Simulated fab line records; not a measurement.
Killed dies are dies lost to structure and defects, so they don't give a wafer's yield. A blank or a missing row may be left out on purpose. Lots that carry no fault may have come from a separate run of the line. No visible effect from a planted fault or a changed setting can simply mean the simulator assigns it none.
fab line records	flow sky130
[record] lots = 5	wafers = 15	last_day = 50
route steps=708 shown VIA4@640 METAL5@661 PASSIVATION@681 PAD_OPEN@708
lots with no fault: from the same line, run without faults
start_h: hours from the record's opening day to when the first of the lot's shown wafers began	wait_h: hours from the lot's prior step to this one	" same as the row above	L1.1+2: several wafers, shown together as one row	- value missing, or start not given	* or withheld: withheld	< > ~ a bound
route shown NAME@n: a module of which the file shows steps, and the number in the route of the first	usual: the fault-free wafers' mean and standard deviation	same: alike in all rows	chamber/n: place in a boat	sites: per-site readings	_std_site: standard deviation of those values	_edge_site: inner sites' mean taken away from outer sites' mean	radius_mm: how far each site lies from the wafer's centre	mask NAME#n: copy n	behind: tool/chamber where the wafer was last shaped	hold: reason for holding the lot/hours on hold/outcome of the hold	device: transistor that didn't switch, given as n, p or np	end of line: the route-end tests of the same wafers	for a step that has no rows: nothing shown but its recipe	killed: at the first sort, the dies lost to defects and structure; wafer yield is something else	map: the dies of a wafer, with x for killed, . for not killed, _ for no die there
set.NAME: setting as actually run; set.NAME@STEP: the setting as run at that earlier step	model.NAME: the simulator's own value behind a step, which no gauge read
lots at some steps of the route; a table a step, a row a wafer
services: the hour from which a tool's chamber was out of use, counted from the record's first day as start_h (under 0 if before that day), plus the number of hours and why
[[steps]]
[step SKY_VIA4_THK_MEAS_01]
[recipe] reads = SiO2_of_VIA4_HDPCVD_00
[usual] VIA4_HDPCVD_THK = 1752/17
lot.wafer	tool	chamber	start_h	wait_h	VIA4_HDPCVD_THK[nm]
L615.2	film_metro-03	-	1033.39	0.1	1749
L615.3	"	-	"	"	1732
L615.5	"	-	"	"	1760
L616.1	film_metro-01	-	1036.68	0.1	1732
L616.2	"	-	"	"	1716
L616.4	"	-	"	"	1741
L617.3	film_metro-02	-	1059.98	0.1	1768
L617.4	"	-	"	"	1757
L617.6	"	-	"	"	1739
L624.3	film_metro-03	-	1083.71	0.1	1759
L624.4	"	-	"	"	1764
L624.6	"	-	"	"	1753
L629.1	film_metro-02	-	1126.42	0.1	1767
L629.2	"	-	"	"	1733
L629.6	"	-	"	"	1742
[step SKY_VIA4_CMP_02]
[recipe] material = SiO2	down_force_psi = 4	platen_rpm = 60	pad_velocity_m_s = 0.94248
[usual] motor_current_A = 12.7/0.68	slurry_flow_ml_min = 150.0/0.43
lot.wafer	tool	chamber	start_h	wait_h	motor_current_A	slurry_flow_ml_min
L615.2	cmp-02	1	1033.54	0.1	13.2	149.4
L615.3	"	2	"	"	13.0	150.0
L615.5	"	0	"	"	11.6	149.5
L616.2	cmp-01	3	1036.82	0.1	13.1	149.6
L616.1	"	1	"	"	11.6	149.8
L616.4	"	2	"	"	13.7	150.4
L617.3	cmp-02	0	1060.03	0.0	11.7	150.8
L617.4	"	3	"	"	13.5	150.2
L617.6	"	0	"	"	11.7	150.0
L624.3	cmp-02	0	1083.80	0.1	11.3	150.3
L624.4	"	1	"	"	12.2	150.4
L624.6	"	3	"	"	13.1	149.6
L629.2	cmp-02	2	1126.75	0.3	13.2	149.9
L629.1	"	3	"	"	14.1	150.5
L629.6	"	2	"	"	12.0	149.8
[step SKY_VIA4_BOW_MEAS_03]
[recipe] mode = bow
[usual] VIA4_BOW = 80/8.2
lot.wafer	tool	chamber	start_h	wait_h	VIA4_BOW[um]
L615.2	film_metro-02	-	1033.76	0.2	82
L615.3	"	-	"	"	75
L615.5	"	-	"	"	83
L616.1	film_metro-02	-	1037.12	0.1	78
L616.2	"	-	"	"	75
L616.4	"	-	"	"	78
L617.3	film_metro-03	-	1060.37	0.3	61
L617.4	"	-	"	"	74
L617.6	"	-	"	"	64
L624.3	film_metro-03	-	1084.09	0.2	71
L624.4	"	-	"	"	81
L624.6	"	-	"	"	77
L629.1	film_metro-02	-	1127.00	0.1	86
L629.2	"	-	"	"	75
L629.6	"	-	"	"	77
[step SKY_VIA4_DEHYDRATE_04]
[recipe] temp_c = 200	time_s = 60
[step SKY_VIA4_HMDS_05]
[recipe] prime_time_s = 60	prime_temp_c = 120
[step SKY_VIA4_COAT_06]
[recipe] resist = NOVOLAK	spin_rpm = 3000	resist_thk_nm = 1140
[step SKY_VIA4_SOFTBAKE_07]
[recipe] temp_c = 90	time_s = 60	resist = NOVOLAK
[step SKY_VIA4_EXPOSE_08]
[recipe] mask_id = VIM4	na = 0.6	source_shape = conventional	sigma_outer = 0.6	polarization = unpolarized	target_cd_nm = 800	dose_mj = 132
[step SKY_VIA4_PEB_09]
[recipe] temp_c = withheld	time_s = *	resist = NOVOLAK
[step SKY_VIA4_DEVELOP_10]
[recipe] resist = NOVOLAK	developer = TMAH	develop_time_s = 60	dev_temp_c = 23
[step SKY_VIA4_OVL_MEAS_11]
[usual] VIA4_OVL = 0.0/1.6
lot.wafer	tool	chamber	start_h	wait_h	VIA4_OVL[nm]
L615.2	overlay-02	-	1055.56	0.1	1.8
L615.3	"	-	"	"	-0.2
L615.5	"	-	"	"	0.4
L616.1	overlay-01	-	1057.25	0.1	1.5
L616.2	"	-	"	"	3.3
L616.4	"	-	"	"	2.0
L617.3	overlay-02	-	1080.80	0.1	-1.0
L617.4	"	-	"	"	-0.1
L617.6	"	-	"	"	1.1
L624.3	overlay-02	-	1104.32	0.1	-0.7
L624.4	"	-	"	"	1.6
L624.6	"	-	"	"	1.7
L629.1	overlay-02	-	1145.84	0.1	-0.5
L629.2	"	-	"	"	-1.9
L629.6	"	-	"	"	-1.6
[step SKY_VIA4_ETCH_12]
[recipe] target = SiO2	chemistry = C4F8/O2/Ar	stop_on = TiN	mask_material = NOVOLAK	source_w = 1500	bias_w = 1200	pressure_mtorr = 40	c4f8_flow_sccm = withheld	O2_flow_sccm = 6	Ar_flow_sccm = 300	time_s = withheld	target_depth_a = 5800
[usual] chamber_pressure_mTorr = 40.00/0.037	oes_product_au = 0.938/0.0043
lot.wafer	tool	chamber	start_h	wait_h	chamber_pressure_mTorr	oes_product_au
L615.2	rie_diel-03	2	1055.59	0.0	40.08	0.940
L615.3	"	0	"	"	40.00	0.945
L615.5	"	2	"	"	40.01	0.937
L616.1	rie_diel-01	2	1057.29	0.0	40.00	0.945
L616.2	"	1	"	"	40.01	0.944
L616.4	"	0	"	"	39.92	0.934
L617.3	rie_diel-04	1	1080.82	0.0	39.97	0.928
L617.4	"	3	"	"	40.03	0.939
L617.6	"	1	"	"	39.97	0.935
L624.3	rie_diel-01	3	1104.34	0.0	39.99	0.935
L624.4	"	2	"	"	39.99	0.939
L624.6	"	1	"	"	40.04	0.935
L629.1	rie_diel-01	0	1145.87	0.0	40.00	0.942
L629.2	"	1	"	"	40.03	0.940
L629.6	"	0	"	"	40.02	0.947
[step SKY_VIA4_STRIP_13]
[recipe] chemistry = O2/N2	power_w = 1400	pressure_mtorr = 1500	platen_temp_c = withheld	o2_flow_sccm = 3000	n2_flow_sccm = 300	overash_fraction = 0.5
[usual] chamber_pressure_mTorr = 1500.0/1.4	drypump_motor_current_A = 5.73/0.22	o2_flow_sccm = 2999/9.3	oes_product_au = 0.710/0.0044	strip_time_to_endpoint_s = 12.801/0.03
[same] overash_fraction = 0.5
lot.wafer	tool	chamber	start_h	wait_h	chamber_pressure_mTorr	drypump_motor_current_A	o2_flow_sccm	oes_product_au	rf_hours_counter_h	strip_time_to_endpoint_s
L615.2	plasma_asher-01	0	1055.66	-	1499.5	5.60	3003	0.706	64	12.842
L615.3	"	1	"	"	1498.0	5.82	3006	0.706	-	12.833
L615.5	"	1	"	"	1501.2	5.84	3001	0.704	-	12.813
L616.1	plasma_asher-01	1	1057.36	-	1499.5	5.85	3003	0.706	64	12.791
L616.2	"	0	"	"	1498.1	5.61	3011	0.712	64	12.787
L616.4	"	0	"	"	1501.0	5.60	3007	0.711	-	12.824
L617.3	plasma_asher-02	0	1080.93	-	1497.8	5.62	2980	0.709	-	12.828
L617.4	"	1	"	"	1501.0	5.50	2993	0.714	-	12.777
L617.6	"	1	"	"	1498.6	5.51	2997	0.708	-	12.796
L624.3	plasma_asher-02	1	1104.45	-	1500.6	5.49	2987	0.707	-	12.853
L624.4	"	0	"	"	1501.3	5.62	3004	0.706	-	12.803
L624.6	"	0	"	"	1498.1	5.63	3026	0.716	-	12.809
L629.1	plasma_asher-01	1	1145.94	-	1501.7	5.90	3002	0.709	73	12.868
L629.2	"	0	"	"	1499.1	5.60	2998	0.706	73	12.770
L629.6	"	0	"	"	1500.0	5.60	2988	0.708	-	12.785
[step SKY_VIA4_STRIP_14]
[recipe] chemistry = post_etch_residue_remover	time_s = 1200	temp_c = 72.5
[step SKY_VIA4_CLEAN_15]
[recipe] chemistry = IPA	time_s = 180	temp_c = 25
[step SKY_VIA4_CLEAN_16]
[recipe] chemistry = O3/DIW	dry = n2_spin
[step SKY_VIA4_SPUTTER_17]
[recipe] material = TiN	target_thk_nm = 20	chamber_pressure_pa = 5	power_w = 4000	time_s = 80
[usual] throttle_valve_pct = 30.3/0.91
lot.wafer	tool	chamber	start_h	wait_h	throttle_valve_pct
L615.2	pvd_sputter-02	-	1056.25	0.0	28.4
L615.3	"	-	"	"	30.6
L615.5	"	-	"	"	28.6
L616.1	pvd_sputter-02	-	1057.95	0.0	30.9
L616.2	"	-	"	"	31.3
L616.4	"	-	"	"	28.6
L617.3	pvd_sputter-02	-	1081.92	0.0	30.6
L617.4	"	-	"	"	30.0
L617.6	"	-	"	"	28.6
L624.3	pvd_sputter-04	-	1105.04	0.0	29.0
L624.4	"	-	"	"	28.8
L624.6	"	-	"	"	30.1
L629.1	pvd_sputter-01	-	1146.58	0.0	29.5
L629.2	"	-	"	"	31.4
L629.6	"	-	"	"	30.5
[step SKY_VIA4_CVD_18]
[recipe] material = W	target_thk_nm = 505	time_s = 152.14	temp_c = 400	pressure_torr = 40
[usual] heater_power_w = 833/77
lot.wafer	tool	chamber	start_h	wait_h	heater_power_w	since_wet_clean_h
L615.2	cvd_w-01	1	1056.31	0.0	984	138
L615.3	"	1	"	"	982	-
L615.5	"	1	"	"	971	-
L616.1	cvd_w-02	1	1058.01	0.0	807	654
L616.2	"	0	"	"	754	654
L616.4	"	1	"	"	788	-
L617.3	cvd_w-02	1	1082.03	0.1	785	-
L617.4	"	0	"	"	770	-
L617.6	"	1	"	"	792	-
L624.3	cvd_w-02	0	1105.15	0.1	762	-
L624.4	"	1	"	"	779	-
L624.6	"	0	"	"	748	-
L629.1	cvd_w-02	1	1146.64	0.0	798	743
L629.2	"	0	"	"	780	743
L629.6	"	1	"	"	805	-
[step SKY_VIA4_RS_MEAS_19]
[recipe] thk_meas_gauge = four-point-probe	reads = W_of_VIA4_CVD_18+TiN_of_VIA4_SPUTTER_17
[usual] VIA4_W_RS = 0.2279/0.0025
lot.wafer	tool	chamber	start_h	wait_h	VIA4_W_RS[ohm/sq]
L615.2	film_metro-01	-	1056.49	0.1	0.2292
L615.3	"	-	"	"	0.2307
L615.5	"	-	"	"	0.2287
L616.1	film_metro-02	-	1058.17	0.1	0.2311
L616.2	"	-	"	"	0.2300
L616.4	"	-	"	"	0.2311
L617.3	film_metro-01	-	1082.17	0.1	0.2249
L617.4	"	-	"	"	0.2264
L617.6	"	-	"	"	0.2249
L624.3	film_metro-02	-	1105.29	0.1	0.2292
L624.4	"	-	"	"	0.2265
L624.6	"	-	"	"	0.2281
L629.1	film_metro-01	-	1146.79	0.1	0.2276
L629.2	"	-	"	"	0.2261
L629.6	"	-	"	"	0.2241
[step SKY_VIA4_THK_MEAS_20]
[recipe] thk_meas_gauge = xrf	reads = W_of_VIA4_CVD_18
[usual] VIA4_W_THK = 510/6.4
lot.wafer	tool	chamber	start_h	wait_h	VIA4_W_THK[nm]
L615.2	film_metro-01	-	1056.60	0.1	507
L615.3	"	-	"	"	504
L615.5	"	-	"	"	508
L616.1	film_metro-02	-	1058.29	0.1	505
L616.2	"	-	"	"	507
L616.4	"	-	"	"	509
L617.3	film_metro-01	-	1082.27	0.1	513
L617.4	"	-	"	"	513
L617.6	"	-	"	"	513
L624.3	film_metro-02	-	1105.39	0.1	506
L624.4	"	-	"	"	513
L624.6	"	-	"	"	510
L629.1	film_metro-01	-	1146.91	0.1	510
L629.2	"	-	"	"	510
L629.6	"	-	"	"	510
[step SKY_VIA4_CMP_21]
[recipe] stop_on = SiO2	t_overpolish_s = 25	down_force_psi = 3.5	platen_rpm = 60	target_thk_nm = 0	pad_velocity_m_s = 0.94248
[step SKY_METAL5_SPUTTER_00]
[recipe] material = Ti	target_thk_nm = 15	power_w = 3000	time_s = 10	chamber_pressure_pa = 0.4
[step SKY_METAL5_SPUTTER_01]
[recipe] material = TiN	target_thk_nm = 20	power_w = 6500	time_s = 16.7	chamber_pressure_pa = 0.4
[step SKY_METAL5_SPUTTER_02]
[recipe] material = AlCu	target_thk_nm = 1150	power_w = 10600	time_s = 61.2	chamber_pressure_pa = 0.4
[step SKY_METAL5_SPUTTER_03]
[recipe] material = Ti	target_thk_nm = 5	power_w = 3075	time_s = 3.3	chamber_pressure_pa = 0.4
[step SKY_METAL5_SPUTTER_04]
[recipe] material = TiN	target_thk_nm = 70	power_w = 6500	time_s = 58.3	chamber_pressure_pa = 0.4
[usual] throttle_valve_pct = 29.8/0.75
lot.wafer	tool	chamber	start_h	wait_h	throttle_valve_pct
L615.2	pvd_sputter-03	-	1057.06	0.0	29.8
L615.3	"	-	"	"	29.0
L615.5	"	-	"	"	29.3
L616.1	pvd_sputter-01	-	1058.76	0.0	31.6
L616.2	"	-	"	"	30.5
L616.4	"	-	"	"	29.7
L617.3	pvd_sputter-04	-	1082.73	0.0	30.3
L617.4	"	-	"	"	29.1
L617.6	"	-	"	"	30.8
L624.3	pvd_sputter-04	-	1105.97	0.0	29.1
L624.4	"	-	"	"	30.8
L624.6	"	-	"	"	28.6
L629.1	pvd_sputter-03	-	1147.39	0.0	29.1
L629.2	"	-	"	"	29.7
L629.6	"	-	"	"	29.1
[step SKY_METAL5_RS_MEAS_05]
[recipe] thk_meas_gauge = four-point-probe	reads = TiN_of_METAL5_SPUTTER_04+Ti_of_METAL5_SPUTTER_03+AlCu_of_METAL5_SPUTTER_02+TiN_of_METAL5_SPUTTER_01+Ti_of_METAL5_SPUTTER_00
[usual] METAL5_ALCU_RS = 0.0271/0.00032
lot.wafer	tool	chamber	start_h	wait_h	METAL5_ALCU_RS[ohm/sq]
L615.2	film_metro-04	-	1057.13	0.0	0.0276
L615.3	"	-	"	"	0.0273
L615.5	"	-	"	"	0.0273
L616.1	film_metro-04	-	1058.81	0.0	0.0268
L616.2	"	-	"	"	0.0272
L616.4	"	-	"	"	0.0269
L617.3	film_metro-03	-	1082.82	0.1	0.0271
L617.4	"	-	"	"	0.0270
L617.6	"	-	"	"	0.0268
L624.3	film_metro-01	-	1106.06	0.1	0.0272
L624.4	"	-	"	"	0.0271
L624.6	"	-	"	"	0.0273
L629.1	film_metro-04	-	1147.44	0.0	0.0273
L629.2	"	-	"	"	0.0277
L629.6	"	-	"	"	0.0277
[step SKY_METAL5_THK_MEAS_06]
[recipe] thk_meas_gauge = xrf	reads = AlCu_of_METAL5_SPUTTER_02
[usual] METAL5_ALCU_THK = 1147/16
lot.wafer	tool	chamber	start_h	wait_h	METAL5_ALCU_THK[nm]
L615.2	film_metro-04	-	1057.24	0.1	1121
L615.3	"	-	"	"	1130
L615.5	"	-	"	"	1130
L616.1	film_metro-04	-	1058.93	0.1	1159
L616.2	"	-	"	"	1141
L616.4	"	-	"	"	1151
L617.3	film_metro-03	-	1082.92	0.1	1161
L617.4	"	-	"	"	1159
L617.6	"	-	"	"	1163
L624.3	film_metro-01	-	1106.16	0.1	1132
L624.4	"	-	"	"	1131
L624.6	"	-	"	"	1129
L629.1	film_metro-04	-	1147.56	0.1	1150
L629.2	"	-	"	"	1130
L629.6	"	-	"	"	1138
[step SKY_METAL5_DEHYDRATE_07]
[recipe] temp_c = 200	time_s = 60
[step SKY_METAL5_HMDS_08]
[recipe] prime_time_s = 60	prime_temp_c = 120
[step SKY_METAL5_COAT_09]
[recipe] resist = NOVOLAK	spin_rpm = 3000	resist_thk_nm = 1800
[step SKY_METAL5_SOFTBAKE_10]
[recipe] temp_c = 90	time_s = 60	resist = NOVOLAK
[step SKY_METAL5_EXPOSE_11]
[recipe] mask_id = MM5	na = 0.6	source_shape = conventional	sigma_outer = 0.6	polarization = unpolarized	target_cd_nm = 1600	dose_mj = 190
[step SKY_METAL5_PEB_12]
[recipe] temp_c = withheld	time_s = *	resist = NOVOLAK
[step SKY_METAL5_DEVELOP_13]
[recipe] resist = NOVOLAK	developer = TMAH	develop_time_s = 60	dev_temp_c = 23
[step SKY_METAL5_DESCUM_14]
[recipe] chemistry = O2	source_power_w = 150	bias_power_w = 0	pressure_mtorr = 10	temp_c = 40	time_s = 11
[step SKY_METAL5_METAL_ETCH_15]
[recipe] target_depth_a = 12600	stop_on = SiO2	over_etch_frac = 0.2	time_s = 252	chemistry = Cl2/BCl3	resist_sidewall_deg = 86	pressure_mtorr = 10	icp_w = 900	bias_w = 48.5	Cl2_flow_sccm = 60	bcl3_flow_sccm = 30
[step SKY_METAL5_STRIP_16]
[recipe] chemistry = O2/N2	power_w = 1400	pressure_mtorr = 1500	platen_temp_c = withheld	o2_flow_sccm = 3000	n2_flow_sccm = 300	overash_fraction = 0.5
[step SKY_METAL5_STRIP_17]
[recipe] chemistry = post_etch_residue_remover	time_s = 1200	temp_c = 72.5
[step SKY_METAL5_CLEAN_18]
[recipe] chemistry = IPA	time_s = 180	temp_c = 25
[step SKY_METAL5_CLEAN_19]
[recipe] chemistry = O3/DIW	dry = n2_spin
[step SKY_PASSIVATION_CVD_00]
[recipe] material = SiO2	target_thk_nm = 90	temp_c = 400	time_s = withheld	rf_w = 600
[step SKY_PAD_OPEN_PROBE_99]
[usual] defect_limited_yield = 82.4/2	killed_at_M0_to_M3 = 43/7	killed_at_M4_up = 3.3/1.8	killed_at_contacts = 24/6.2	killed_at_front_end = 16/4.7	killed_at_other = 0.4/0.58	killed_dies = 87/10	killed_open = 47/6.4	killed_short = 39/7	sort_bin_3_pad_short = 0.9/0.35	sort_bin_5_function = 10.3/1.5	sort_bin_6_memory = 6.4/1.2	sort_n_pass = 406/9.9	sort_yield_pct = 82.5/2
[same] gross_dies = 492	killed_at_back_side = 0	sort_bin_4_leakage[%] = 0	sort_bin_8_speed[%] = 0
lot.wafer	tool	chamber	start_h	wait_h	defect_limited_yield[%]	killed_at_M0_to_M3	killed_at_M4_up	killed_at_contacts	killed_at_front_end	killed_at_other	killed_dies	killed_open	killed_short	sort_bin_3_pad_short[%]	sort_bin_5_function[%]	sort_bin_6_memory[%]	sort_n_pass	sort_yield_pct[%]	model.etest.tester.sort_n_pass	model.etest.tester.sort_yield_pct	model.etest.tester.sort_bin_3_pct
L615.2	prober-02	-	1121.83	0.1	78.0	46	6	36	19	1	108	49	59	1.0	14.4	6.5	384	78.0	384	78.05	1.016
L615.3	prober-02	-	1121.88	0.2	81.7	40	4	30	16	0	90	48	42	1.4	10.2	6.7	402	81.7	402	81.71	1.423
L615.5	prober-02	-	1121.98	0.2	86.4	31	1	23	12	0	67	42	25	0.4	8.3	4.9	425	86.4	425	86.38	0.4065
L616.1	prober-01	-	1123.40	0.1	83.1	39	2	25	17	0	83	45	38	0.8	10.6	5.5	409	83.1	409	83.13	0.813
L616.2	prober-01	-	1123.45	0.1	84.3	43	6	18	10	0	77	42	35	0.6	9.3	5.7	415	84.3	415	84.35	0.6098
L616.4	prober-01	-	1123.55	0.2	84.6	34	3	22	16	1	76	37	39	0.8	10.0	4.7	416	84.6	416	84.55	0.813
L617.3	prober-02	-	1145.39	0.2	80.9	50	2	28	14	0	94	56	38	1.2	12.6	5.3	398	80.9	398	80.89	1.22
L617.4	prober-02	-	1145.44	0.2	82.3	48	0	27	11	1	87	49	37	0.4	10.6	6.7	405	82.3	405	82.32	0.4065
L617.6	prober-02	-	1145.54	0.2	80.5	53	5	22	16	0	96	52	44	0.6	11.8	7.1	396	80.5	396	80.49	0.6098
L624.3	prober-01	-	1167.26	0.2	82.1	51	3	23	11	0	88	48	40	1.2	10.0	6.7	404	82.1	404	82.11	1.22
L624.4	prober-01	-	1167.31	0.2	79.9	34	26	18	21	0	99	45	33	2.6	11.4	6.1	393	79.9	393	79.88	2.642
L624.6	prober-01	-	1167.41	0.2	80.3	45	22	17	12	1	97	46	30	3.3	10.6	5.9	395	80.3	395	80.28	3.252
L629.1	prober-01	-	1202.37	0.1	86.2	30	2	25	10	1	68	31	37	0.6	7.3	5.9	424	86.2	424	86.18	0.6098
L629.2	prober-01	-	1202.42	0.1	85.4	35	3	18	16	0	72	39	33	0.4	8.1	6.1	420	85.4	420	85.37	0.4065
L629.6	prober-01	-	1202.62	0.2	81.9	51	3	27	7	1	89	43	46	0.6	10.8	6.7	403	81.9	403	81.91	0.6098
// killed by level:class
L615.2 CONTACT:geometric_particle:open=13 VIA1:geometric_particle:open=10 FIELD_ISO:geometric_particle:short=8 LOCAL_INTERCONNECT:geometric_particle:short=7 VIA1:geometric_particle:short=6 VIA3:geometric_particle:short=6 METAL4:geometric_particle:short=6 LI_CONTACT:geometric_particle:open=5
L615.3 VIA1:geometric_particle:open=12 LI_CONTACT:geometric_particle:open=10 VIA2:geometric_particle:open=6 CONTACT:geometric_particle:open=6 FIELD_ISO:geometric_particle:short=5 CONTACT:geometric_particle:short=5 METAL2:geometric_particle:short=5 METAL4:geometric_particle:short=4
L615.5 VIA1:geometric_particle:open=10 CONTACT:geometric_particle:open=8 VIA2:geometric_particle:open=7 LI_CONTACT:geometric_particle:open=6 CONTACT:geometric_particle:short=6 FIELD_ISO:geometric_particle:short=4 METAL1:geometric_particle:short=4 POLY_GATE:geometric_particle:open=3
L616.1 CONTACT:geometric_particle:open=11 FIELD_ISO:geometric_particle:open=8 METAL1:geometric_particle:short=7 FIELD_ISO:geometric_particle:short=6 VIA3:geometric_particle:open=6 CONTACT:geometric_particle:short=6 VIA1:geometric_particle:open=6 VIA2:geometric_particle:open=6
L616.2 VIA2:geometric_particle:open=11 VIA1:geometric_particle:open=8 VIA1:geometric_particle:short=5 LOCAL_INTERCONNECT:geometric_particle:short=4 CONTACT:geometric_particle:short=4 CONTACT:geometric_particle:open=4 METAL2:geometric_particle:short=4 FIELD_ISO:geometric_particle:open=3
L616.4 CONTACT:geometric_particle:open=11 VIA1:geometric_particle:open=7 VIA1:geometric_particle:short=6 FIELD_ISO:geometric_particle:open=4 FIELD_ISO:geometric_particle:short=4 LOCAL_INTERCONNECT:geometric_particle:short=4 VIA2:geometric_particle:open=4 METAL1:geometric_particle:short=4
L617.3 VIA1:geometric_particle:open=15 CONTACT:geometric_particle:open=11 LI_CONTACT:geometric_particle:open=7 VIA2:geometric_particle:open=7 LOCAL_INTERCONNECT:geometric_particle:short=6 METAL2:geometric_particle:short=6 METAL1:geometric_particle:short=5 VIA1:geometric_particle:short=5
L617.4 LI_CONTACT:geometric_particle:open=12 VIA1:geometric_particle:open=12 CONTACT:geometric_particle:open=6 METAL1:geometric_particle:short=6 VIA2:geometric_particle:short=6 METAL2:geometric_particle:short=5 VIA1:geometric_particle:short=4 VIA2:geometric_particle:open=4
L617.6 VIA1:geometric_particle:open=13 VIA3:geometric_particle:open=8 CONTACT:geometric_particle:open=7 VIA1:geometric_particle:short=7 VIA2:geometric_particle:open=6 LOCAL_INTERCONNECT:geometric_particle:short=6 LI_CONTACT:geometric_particle:open=5 METAL2:geometric_particle:short=5
L624.3 VIA1:geometric_particle:open=15 VIA2:geometric_particle:open=10 CONTACT:geometric_particle:short=7 CONTACT:geometric_particle:open=6 LI_CONTACT:geometric_particle:open=5 METAL1:geometric_particle:short=5 VIA1:geometric_particle:short=5 VIA3:geometric_particle:short=5
L624.4 VIA4:unspecified=21 CONTACT:geometric_particle:open=8 VIA1:geometric_particle:open=8 LI_CONTACT:geometric_particle:open=6 POLY_GATE:geometric_particle:short=6 VIA3:geometric_particle:open=6 FIELD_ISO:geometric_particle:short=4 POLY_GATE:geometric_particle:open=4
L624.6 VIA4:unspecified=20 VIA1:geometric_particle:open=12 VIA2:geometric_particle:open=10 LI_CONTACT:geometric_particle:open=7 VIA3:geometric_particle:open=5 FIELD_ISO:geometric_particle:open=4 FIELD_ISO:geometric_particle:short=3 LOCAL_INTERCONNECT:geometric_particle:short=3
L629.1 CONTACT:geometric_particle:open=10 VIA1:geometric_particle:open=8 METAL1:geometric_particle:short=6 VIA1:geometric_particle:short=6 LI_CONTACT:geometric_particle:open=4 LI_CONTACT:geometric_particle:short=4 CONTACT:geometric_particle:short=4 METAL3:geometric_particle:short=3
L629.2 LOCAL_INTERCONNECT:geometric_particle:short=6 CONTACT:geometric_particle:open=6 VIA2:geometric_particle:open=6 VIA3:geometric_particle:open=6 FIELD_ISO:geometric_particle:short=5 VIA1:geometric_particle:open=5 VIA1:geometric_particle:short=5 POLY_GATE:geometric_particle:open=4
L629.6 CONTACT:geometric_particle:open=13 VIA1:geometric_particle:open=9 METAL1:geometric_particle:short=8 VIA2:geometric_particle:short=8 VIA3:geometric_particle:open=7 CONTACT:geometric_particle:short=6 VIA1:geometric_particle:short=5 LI_CONTACT:geometric_particle:open=4
// map L624.4 (x killed, . not)
__________...x.....x_________
________.x...x....x.xx_______
______...x..x.x........._____
_____....x.x.x...........____
____......x..x.......x.x..___
___........xx.........x....__
__....x...x.x..x.x.xx......._
_........xx......xx......x.x.
_.....x......x..........x.xx.
_....x.......x............x..
_........x..x....x..........x
_...x......x.................
_...x...........x.x.......x..
_...x....x..x.........x....x.
_....x.x....x...xx.....x.....
__........x.....x......x...x_
___.......x.....x.........x__
____.xx.....x.x...........___
_____...........x..xxx.xx____
______....x......xxxxxxx_____
________.......xxxxxxx_______
__________...x..xxxx_________
// map L617.6 (x killed, . not)
__________x.x....xx._________
________......xx......_______
______......x.......x..._____
_____....x....x...xx..x..____
____....x.................___
___.x.x..x................x__
__..x...x...xx.............._
_.......x.......x..........x.
_........xx.......x..x..xxx..
_x...xxx..xxx..x..x...x......
_............x..xx...........
_..x...x.x......x..x..x..x.x.
_.........x...x..x.x...x.....
_.x....................x.....
_.....xx..........x..x...x...
__.........xx...xx.......xx._
___..x........xx.....x...x.__
____..xxx.......x.x.x..x..___
_____x...x............xx.____
______.x.x....xx......x._____
________.x..x......x.._______
__________........x._________
[[services]]
tool	chamber	start_h	hours	kind
cmp-01	-	1013.57	16.1	pm
rie_diel-01	2	1025.07	4.6	repair
cmp-02	-	1034.47	4.9	pm
cmp-01	-	1037.30	0.8	repair
pvd_sputter-04	-	1048.40	6.9	repair
cmp-01	-	1059.41	2.3	repair
cvd_w-02	-	1061.90	0.8	repair
pvd_sputter-02	-	1064.26	5.3	repair
cvd_w-02	-	1065.15	2.8	pm
rie_diel-03	-	1068.13	15.6	pm
rie_diel-01	3	1068.50	4.0	repair
cmp-02	-	1087.22	4.0	pm
pvd_sputter-01	-	1093.31	1.3	repair
cmp-01	-	1093.91	1.3	repair
rie_diel-03	1	1096.36	1.8	repair
cmp-02	-	1097.59	5.2	pm
rie_diel-03	0	1099.12	3.5	repair
rie_diel-03	-	1101.18	2.8	pm
cmp-01	-	1103.61	0.5	repair
pvd_sputter-04	-	1114.19	7.6	repair
cvd_w-02	0	1114.82	18.9	repair
cvd_w-01	1	1118.65	7.5	repair
cmp-02	-	1125.82	0.3	repair
plasma_asher-02	-	1132.74	12.4	repair
[[key]]
[first_sign] step = SKY_PAD_OPEN_PROBE_99	reading = killed_at_M4_up	direction = up	sigmas = 11	usual = 3.3	struck = 24
[effect] step = SKY_PAD_OPEN_PROBE_99	reading = sort_bin_3_pad_short	direction = up	sigmas = 5.9	usual = 0.9	struck = 2.9
[model_effect] step = SKY_PAD_OPEN_PROBE_99	value = etest.tester.sort_n_pass	without = 411	struck = 394
met_at SKY_VIA4_STRIP_13
struck_wafers L624.4,L624.6
onset_between 1080.93 1104.45
[fault] kind = chamber_particle_source	tool = plasma_asher-02	chamber = 0	onset_h = 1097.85	steps = SKY_VIA4_STRIP_13	rate_per_visit_cm2 = 1.5293	end_h = 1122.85
